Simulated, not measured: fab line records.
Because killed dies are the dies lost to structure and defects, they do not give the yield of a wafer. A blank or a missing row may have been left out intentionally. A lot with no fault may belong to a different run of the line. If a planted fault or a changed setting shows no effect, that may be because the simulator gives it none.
Which tool did it?    flow sky130    36 wafers from 12 lots sampled at 4 of the route's 708 steps

## WHAT EACH GAUGE READ, for each wafer
SKY_METAL3_OVL_MEAS_14.
lot   measured      on          METAL3_OVL (nm)
L075  day 39 03:35  overlay-02  5 8 11
L077  day 39 18:08  overlay-02  -6 -2 -2
L079  day 40 06:39  overlay-01  5 7 9
L081  day 40 21:50  overlay-02  12 7 -1
L083  day 41 15:23  overlay-01  -3 -5 0
L084  day 41 22:25  overlay-01  5 -1 1
L087  day 42 12:20  overlay-02  -2 0 2
L089  day 43 11:04  overlay-01  6 4 6
L090  day 43 19:47  overlay-01  8 4 2
L093  day 44 06:53  overlay-01  4 3 5
L094  day 44 08:45  overlay-01  -4 -6 2
L097  day 45 04:22  overlay-02  5 6 9

## EACH LOT AND THE TOOL THAT RAN IT (in order: tool; ch and the chambers of the sampled wafers; start)
lot   SKY_METAL2_SPUTTER_01         SKY_METAL2_SPUTTER_02         SKY_VIA2_ETCH_14
L075  pvd-sputter-02, day 34 17:11  pvd-sputter-02, day 34 17:12  rie-diel-03 ch 1,2, day 36 22:32
L077  pvd-sputter-03, day 35 08:34  pvd-sputter-03, day 35 08:36  rie-diel-03 ch 1,2, day 37 13:44
L079  pvd-sputter-03, day 35 20:59  pvd-sputter-03, day 35 21:01  rie-diel-03 ch 1,2,3, day 38 02:07
L081  pvd-sputter-04, day 36 14:16  pvd-sputter-04, day 36 14:18  rie-diel-02 ch 1,2,3, day 38 19:46
L083  pvd-sputter-03, day 37 07:34  pvd-sputter-03, day 37 07:36  rie-diel-02 ch 2,3, day 39 12:19
L084  pvd-sputter-04, day 37 16:56  pvd-sputter-04, day 37 16:58  rie-diel-03 ch 0,1,2, day 39 20:19
L087  pvd-sputter-04, day 38 07:24  pvd-sputter-04, day 38 07:26  rie-diel-03 ch 0,1,2, day 40 10:40
L089  pvd-sputter-02, day 39 08:05  pvd-sputter-02, day 39 08:07  rie-diel-01 ch 0,1, day 41 10:05
L090  pvd-sputter-04, day 39 16:02  pvd-sputter-04, day 39 16:04  rie-diel-02 ch 0,2, day 41 18:32
L093  pvd-sputter-03, day 40 05:22  pvd-sputter-03, day 40 05:23  rie-diel-02 ch 1,2, day 42 06:28
L094  pvd-sputter-03, day 40 07:07  pvd-sputter-03, day 40 07:08  rie-diel-02 ch 2,3, day 42 08:44
L097  pvd-sputter-02, day 41 03:40  pvd-sputter-02, day 41 03:41  rie-diel-01 ch 0,2, day 43 04:10
- SKY_METAL2_SPUTTER_01: material TiN, target thk 20 nm, time 16.7 s.
- SKY_METAL2_SPUTTER_02: material AlCu, target thk 250 nm, time 13.3 s.
- SKY_VIA2_ETCH_14: etches BARC in N2/H2, stops on SiO2, time 45.9 s, target depth 60 nm.

## THE ANSWER, worked out from the rows above alone
Rule: what is usual is taken from the lots themselves. The widest of any qualifying gaps counts: lots, ordered by their means at a reading, are off when they make up no more than a third of the lots, leave a main group of 4 or more, and stand apart from it by 3 or more times the standard deviation of that group's means. A main group whose means are all the same, to the digits that the tables above print for the reading, isn't used. A lot without any number at a reading at which 4 lots or more have one is off too. All remaining lots with rows at the step are treated as sound.
Nothing can be told from this: no lot is off at any reading shown.

## WHAT THE SIMULATOR HAD INSERTED
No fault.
